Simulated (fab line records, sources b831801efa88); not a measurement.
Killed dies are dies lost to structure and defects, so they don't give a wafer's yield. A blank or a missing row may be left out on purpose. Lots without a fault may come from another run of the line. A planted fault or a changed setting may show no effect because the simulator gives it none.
fab line records | flow sky130
record lots=5 wafers=15 last_day=49
route steps=708 shown VIA1@472 METAL2@483 PAD_OPEN@708
lots that met no fault: from a run of the same line without faults
start_h: hours from the record's first day to the start of the lot's first wafer shown | wait_h: hours since the lot's step before | " the same as in the row above | L1.1+2: a row that stands for several wafers | - no value, or no start given | * or withheld: withheld | < > ~ a bound
route shown NAME@n: a module of which the file shows steps, and the number in the route of the first | usual: mean/standard deviation of fault-free wafers | same: alike in all rows | chamber/n: place in a boat | sites: the reading at each site | _std_site: their standard deviation | _edge_site: outer sites' mean less inner sites' | radius_mm: how far each site lies from the wafer's centre | mask NAME#n: copy n | behind: the tool/chamber that last shaped the wafer | hold: why the lot was held/for how many hours/how that ended | device: the transistor (n, p or np) that didn't switch | end of line: the same wafers' tests at the end of the route | a step without rows: its recipe alone | killed: dies lost to structure and defects at the first sort, not the wafer's yield | map: a wafer's dies, x killed, . not, _ none there
set.NAME: the setting as run; set.NAME@STEP: as run at that earlier step | model.NAME: the simulator's own value behind a step, which no gauge read
lots at some steps of the route; a table a step, a row a wafer
services: from which hour (start_h, from the record's first day; less than 0 if before it) a tool's chamber was out of use, for how many hours, and why
## steps
# step SKY_VIA1_ETCH_14
# recipe chemistry=N2/H2 target=BARC ion_energy_ev=200 source_w=500 bias_w=100 pressure_mtorr=30 n2_flow_sccm=100 h2_flow_sccm=200 stop_on=SiO2 time_s=45.9 target_depth_a=600
# step SKY_VIA1_ETCH_15
# recipe target=SiO2 chemistry=C4F8/O2/Ar target_depth_nm=351 stop_on=TiN mask_material=KrF-thick source_w=1500 bias_w=1200 pressure_mtorr=40 c4f8_flow_sccm=withheld O2_flow_sccm=6 Ar_flow_sccm=300 time_s=54
# step SKY_VIA1_STRIP_16
# recipe chemistry=O2/N2 power_w=1400 pressure_mtorr=1500 platen_temp_c=withheld o2_flow_sccm=3000 n2_flow_sccm=300 overash_fraction=0.5
# step SKY_VIA1_STRIP_17
# recipe chemistry=post_etch_residue_remover time_s=1200 temp_c=72.5
# step SKY_VIA1_CLEAN_18
# recipe chemistry=IPA time_s=180 temp_c=25
# step SKY_VIA1_CLEAN_19
# recipe chemistry=O3/DIW dry=n2_spin
# step SKY_VIA1_SPUTTER_20
# recipe material=TiN target_thk_nm=20 chamber_pressure_pa=5 power_w=4000 time_s=80
# step SKY_VIA1_CVD_21
# recipe material=W target_thk_nm=270 time_s=80.902 temp_c=400 pressure_torr=40
# step SKY_VIA1_CMP_24
# recipe stop_on=SiO2 t_overpolish_s=15 down_force_psi=3.5 platen_rpm=60 target_thk_nm=0 pad_velocity_m_s=0.94248
# usual motor_current_A=10.8/0.81 overpolish_run_s=15.000/0.01 retaining_ring_pressure_frac=1.000/0.0054 time_to_endpoint_s=66/3.6
# columns lot.wafer tool chamber start_h wait_h motor_current_A overpolish_run_s retaining_ring_pressure_frac time_to_endpoint_s model.SiO2_of_VIA1_HDPCVD_00.thk_nm
L742.2 cmp-02 3 833.45 0.0 11.1 14.994 0.995 68 340.6
L742.6 " 3 " " 11.7 15.013 0.996 67 342.8
L742.5 " 0 " " 9.8 15.013 0.994 68 343.5
L745.1 cmp-02 1 843.78 0.1 10.4 15.012 1.004 39 339.5
L745.5 " 1 " " 10.4 14.983 1.004 72 342.9
L745.6 " 2 " " 10.6 15.003 0.991 71 342.1
L749.1 cmp-02 2 875.26 0.1 10.9 14.999 1.000 40 338.9
L749.2 " 0 " " 9.7 14.999 0.989 37 337.7
L749.6 " 2 " " 10.7 15.011 1.006 72 339.1
L750.2 cmp-02 3 879.92 0.1 11.7 15.006 1.003 40 339.8
L750.3 " 0 " " 10.0 15.000 0.997 38 339
L750.5 " 0 " " 10.4 15.004 0.998 66 343.2
L754.1 cmp-01 0 922.68 0.1 11.0 14.997 0.997 57 340.1
L754.6 " 0 " " 10.3 15.004 0.996 61 341.8
L754.5 " 1 " " 11.9 15.017 0.995 64 339.7
# step SKY_METAL2_SPUTTER_00
# recipe material=Ti target_thk_nm=15 power_w=3000 time_s=10 chamber_pressure_pa=0.4
# step SKY_METAL2_SPUTTER_01
# recipe material=TiN target_thk_nm=20 power_w=6500 time_s=16.7 chamber_pressure_pa=0.4
# step SKY_METAL2_SPUTTER_02
# recipe material=AlCu target_thk_nm=250 power_w=10600 time_s=13.3 chamber_pressure_pa=0.4
# step SKY_METAL2_SPUTTER_03
# recipe material=Ti target_thk_nm=5 power_w=3000 time_s=3.3 chamber_pressure_pa=0.4
# step SKY_METAL2_SPUTTER_04
# recipe material=TiN target_thk_nm=70 power_w=6500 time_s=58.3 chamber_pressure_pa=0.4
# step SKY_METAL2_DEHYDRATE_07
# recipe temp_c=200 time_s=60
# step SKY_METAL2_HMDS_08
# recipe prime_time_s=60 prime_temp_c=120
# step SKY_METAL2_COAT_09
# recipe resist=BARC temp_c=withheld time_s=withheld spin_rpm=3000 resist_thk_nm=60
# step SKY_METAL2_COAT_10
# recipe resist=KrF-thick spin_rpm=3000 resist_thk_nm=450
# step SKY_METAL2_SOFTBAKE_11
# recipe temp_c=100 time_s=90 resist=KrF-thick
# step SKY_METAL2_EXPOSE_12
# recipe mask_id=MM2 na=0.8 source_shape=annular sigma_inner=0.55 sigma_outer=0.85 target_cd_nm=140 dose_mj=28
# step SKY_METAL2_PEB_13
# recipe peb_temp_c=withheld peb_time_s=withheld resist=KrF-thick
# step SKY_METAL2_DEVELOP_14
# recipe develop_time_s=60 resist=KrF-thick dev_temp_c=21
# step SKY_METAL2_DESCUM_17
# recipe chemistry=O2 source_power_w=150 bias_power_w=0 pressure_mtorr=10 temp_c=40 time_s=8
# step SKY_METAL2_ETCH_18
# recipe chemistry=N2/H2 target=BARC ion_energy_ev=200 bias_w=100 pressure_mtorr=30 n2_flow_sccm=100 h2_flow_sccm=200 icp_w=500 stop_on=SiO2 time_s=45.9 target_depth_a=600
# step SKY_METAL2_METAL_ETCH_19
# recipe target_depth_a=3600 stop_on=SiO2 over_etch_frac=0.3 time_s=78 chemistry=Cl2/BCl3 resist_sidewall_deg=88 pressure_mtorr=10 icp_w=900 bias_w=48.5 Cl2_flow_sccm=60 bcl3_flow_sccm=30
# usual drypump_motor_current_A=5.75/0.3 oes_product_au=0.855/0.0074 throttle_valve_pct=22.265/0.0093
# columns lot.wafer tool chamber start_h wait_h drypump_motor_current_A oes_product_au rf_hours_counter_h throttle_valve_pct model.SiO2_of_VIA1_HDPCVD_00.thk_nm
L742.2 rie_metal-02 0 860.68 0.0 6.11 0.861 16 22.269 329.7
L742.5 " 1 " " 6.14 0.868 - 22.258 332.1
L742.6 " 0 " " 6.10 0.860 - 22.257 332
L745.1 rie_metal-02 0 870.67 0.0 6.07 0.852 17 22.275 328.7
L745.5 " 0 " " 6.09 0.857 - 22.272 332.1
L745.6 " 1 " " 6.17 0.859 - 22.270 330.7
L749.1 rie_metal-03 1 901.15 0.0 5.62 0.847 4 22.274 328.2
L749.2 " 0 " " 5.78 0.862 11 22.276 327.5
L749.6 " 1 " " 5.61 0.868 - 22.279 328.4
L750.2 rie_metal-03 0 906.42 0.0 5.77 0.839 11 22.269 329.6
L750.3 " 0 " " 5.79 0.840 - 22.259 328.8
L750.5 " 1 " " 5.61 0.849 - 22.285 332.5
L754.1 rie_metal-03 0 948.35 0.0 5.79 0.859 14 22.266 329.6
L754.5 " 0 " " 5.74 0.853 - 22.263 329.3
L754.6 " 1 " " 5.61 0.857 - 22.263 331.3
# step SKY_METAL2_STRIP_20
# recipe chemistry=O2/N2 power_w=1400 pressure_mtorr=1500 platen_temp_c=withheld o2_flow_sccm=3000 n2_flow_sccm=300 overash_fraction=0.5
# step SKY_PAD_OPEN_PROBE_99
# usual defect_limited_yield=82.3/1.9 killed_at_M0_to_M3=45/6.6 killed_at_M4_up=3.1/1.6 killed_at_contacts=24/5 killed_at_front_end=14/4.4 killed_at_other=0.3/0.58 killed_dies=87/9.2 killed_open=47/6.7 killed_short=40/6.4 sort_bin_3_pad_short=0.9/0.5 sort_bin_5_function=10.4/1.6 sort_bin_6_memory=6.4/1.1 sort_n_pass=405/9.1 sort_yield_pct=82.3/1.9
# same gross_dies=492 killed_at_back_side=0 sort_bin_4_leakage[%]=0 sort_bin_8_speed[%]=0
# columns lot.wafer tool chamber start_h wait_h defect_limited_yield[%] killed_at_M0_to_M3 killed_at_M4_up killed_at_contacts killed_at_front_end killed_at_other killed_dies killed_open killed_short sort_bin_3_pad_short[%] sort_bin_5_function[%] sort_bin_6_memory[%] sort_n_pass sort_yield_pct[%]
L742.2 prober-01 - 1107.21 0.1 83.9 41 1 20 17 0 79 45 34 1.0 8.1 6.9 413 83.9
L742.5 prober-01 - 1107.36 0.2 82.3 47 2 21 17 0 87 47 40 1.4 10.4 5.9 405 82.3
L742.6 prober-01 - 1107.41 0.2 82.3 43 3 24 17 0 87 44 43 1.0 8.9 7.7 405 82.3
L745.1 prober-02 - 1118.34 0.1 78.9 52 2 29 21 0 104 55 49 1.4 13.4 6.3 388 78.9
L745.5 prober-02 - 1118.54 0.2 81.3 54 7 25 6 0 92 54 38 1.2 8.9 8.5 400 81.3
L745.6 prober-02 - 1118.59 0.2 81.7 48 4 25 13 0 90 51 39 0.4 11.2 6.7 402 81.7
L749.1 prober-02 - 1140.22 0.1 83.3 46 4 17 15 0 82 46 36 1.0 11.0 4.7 410 83.3
L749.2 prober-02 - 1140.27 0.1 82.7 44 3 21 17 0 85 44 41 2.0 9.6 5.7 407 82.7
L749.6 prober-02 - 1140.47 0.2 81.9 45 2 30 11 1 89 58 31 0.8 11.4 5.9 403 81.9
L750.2 prober-01 - 1142.82 0.1 81.9 42 5 27 15 0 89 45 44 1.6 10.2 6.3 403 81.9
L750.3 prober-01 - 1142.87 0.2 82.9 42 3 32 7 0 84 43 41 0.6 10.4 6.1 408 82.9
L750.5 prober-01 - 1142.97 0.2 81.1 46 5 30 12 0 93 58 35 0.6 9.1 9.1 399 81.1
# killed by level:class
L742.2 LI_CONTACT:geometric_particle:open=9 VIA1:geometric_particle:open=9 FIELD_ISO:geometric_particle:short=7 VIA2:geometric_particle:open=7 VIA1:geometric_particle:short=5 VIA3:geometric_particle:short=5 FIELD_ISO:geometric_particle:open=4 CONTACT:geometric_particle:open=4
L742.5 VIA1:geometric_particle:short=11 VIA1:geometric_particle:open=9 VIA3:geometric_particle:open=8 CONTACT:geometric_particle:open=8 POLY_GATE:geometric_particle:short=6 LI_CONTACT:geometric_particle:open=5 METAL2:geometric_particle:short=5 LOCAL_INTERCONNECT:geometric_particle:open=4
L742.6 VIA1:geometric_particle:open=10 VIA1:geometric_particle:short=8 LI_CONTACT:geometric_particle:open=7 CONTACT:geometric_particle:open=6 VIA2:geometric_particle:open=5 VIA3:geometric_particle:short=5 POLY_GATE:geometric_particle:open=4 LOCAL_INTERCONNECT:geometric_particle:short=4
L745.1 CONTACT:geometric_particle:open=13 VIA1:geometric_particle:open=10 VIA3:geometric_particle:short=8 VIA3:geometric_particle:open=8 POLY_GATE:geometric_particle:short=7 POLY_GATE:geometric_particle:open=7 METAL3:geometric_particle:short=6 LI_CONTACT:geometric_particle:open=6
L745.5 CONTACT:geometric_particle:open=11 VIA2:geometric_particle:open=11 VIA1:geometric_particle:open=10 VIA3:geometric_particle:open=6 VIA1:geometric_particle:short=6 LOCAL_INTERCONNECT:geometric_particle:short=5 LI_CONTACT:geometric_particle:open=5 METAL1:geometric_particle:short=5
L745.6 VIA1:geometric_particle:open=13 LI_CONTACT:geometric_particle:open=8 CONTACT:geometric_particle:open=8 METAL2:geometric_particle:short=8 POLY_GATE:geometric_particle:open=4 VIA2:geometric_particle:short=4 CONTACT:geometric_particle:short=4 VIA1:geometric_particle:short=4
L749.1 VIA1:geometric_particle:open=10 LI_CONTACT:geometric_particle:open=7 METAL2:geometric_particle:short=7 VIA2:geometric_particle:open=6 VIA3:geometric_particle:open=6 CONTACT:geometric_particle:open=5 METAL1:geometric_particle:short=5 FIELD_ISO:geometric_particle:short=4
L749.2 CONTACT:geometric_particle:open=10 VIA1:geometric_particle:open=10 VIA2:geometric_particle:open=6 VIA3:geometric_particle:open=6 METAL2:geometric_particle:short=5 FIELD_ISO:geometric_particle:open=4 POLY_GATE:geometric_particle:short=4 SPACER:geometric_particle:short=4
L749.6 CONTACT:geometric_particle:open=12 LI_CONTACT:geometric_particle:open=11 VIA1:geometric_particle:open=9 METAL1:geometric_particle:short=8 METAL2:geometric_particle:short=7 VIA2:geometric_particle:open=7 VIA3:geometric_particle:open=5 FIELD_ISO:geometric_particle:open=4
L750.2 CONTACT:geometric_particle:open=10 VIA1:geometric_particle:open=10 LI_CONTACT:geometric_particle:open=9 METAL1:geometric_particle:short=8 FIELD_ISO:geometric_particle:short=5 METAL2:geometric_particle:short=5 VIA1:geometric_particle:short=5 LOCAL_INTERCONNECT:geometric_particle:short=4
L750.3 CONTACT:geometric_particle:open=12 VIA1:geometric_particle:open=9 LOCAL_INTERCONNECT:geometric_particle:short=6 LI_CONTACT:geometric_particle:short=5 METAL2:geometric_particle:short=5 VIA2:geometric_particle:short=5 VIA2:geometric_particle:open=5 CONTACT:geometric_particle:short=4
L750.5 CONTACT:geometric_particle:open=13 LI_CONTACT:geometric_particle:open=11 VIA1:geometric_particle:open=9 VIA3:geometric_particle:open=7 VIA2:geometric_particle:open=6 METAL4:geometric_particle:short=5 METAL2:geometric_particle:short=5 METAL3:geometric_particle:short=4
## services
# columns tool chamber start_h hours kind
rie_metal-03 - 848.49 2.8 pm
cmp-02 - 859.24 5.6 pm
cmp-02 - 877.88 1.7 repair
cmp-01 - 878.99 0.6 repair
rie_metal-02 1 880.56 8.8 repair
cmp-02 - 883.69 5.8 pm
cmp-02 - 912.27 4.0 pm
rie_metal-02 0 914.91 - clean
rie_metal-02 0 914.91 17.2 scheduled_down
rie_metal-02 0 914.91 17.2 vent_cycle
cmp-02 - 916.27 - consumable_replace:conditioner
cmp-02 - 916.27 - consumable_replace:pad
rie_metal-02 0 938.93 4.4 repair
## key
first_sign step=SKY_VIA1_CMP_24 reading=time_to_endpoint_s direction=down sigmas=7.6 usual=* struck=*
effect none on later readings
model_effect step=SKY_VIA1_CMP_24 value=SiO2_of_VIA1_HDPCVD_00.thk_nm without=341.5 struck=339
model_effect step=SKY_METAL2_METAL_ETCH_19 value=SiO2_of_VIA1_HDPCVD_00.thk_nm without=331.1 struck=328.6
met_at SKY_VIA1_CMP_24
struck_wafers L745.1,L749.1,L749.2,L750.2,L750.3
onset_between 833.45 843.78
fault kind=process_parameter_drift tool=cmp-02 chamber=- onset_h=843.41 steps=SKY_VIA1_CMP_24 channel=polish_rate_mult offset=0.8 shape=step end_h=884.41 scope=struck_wafers_only
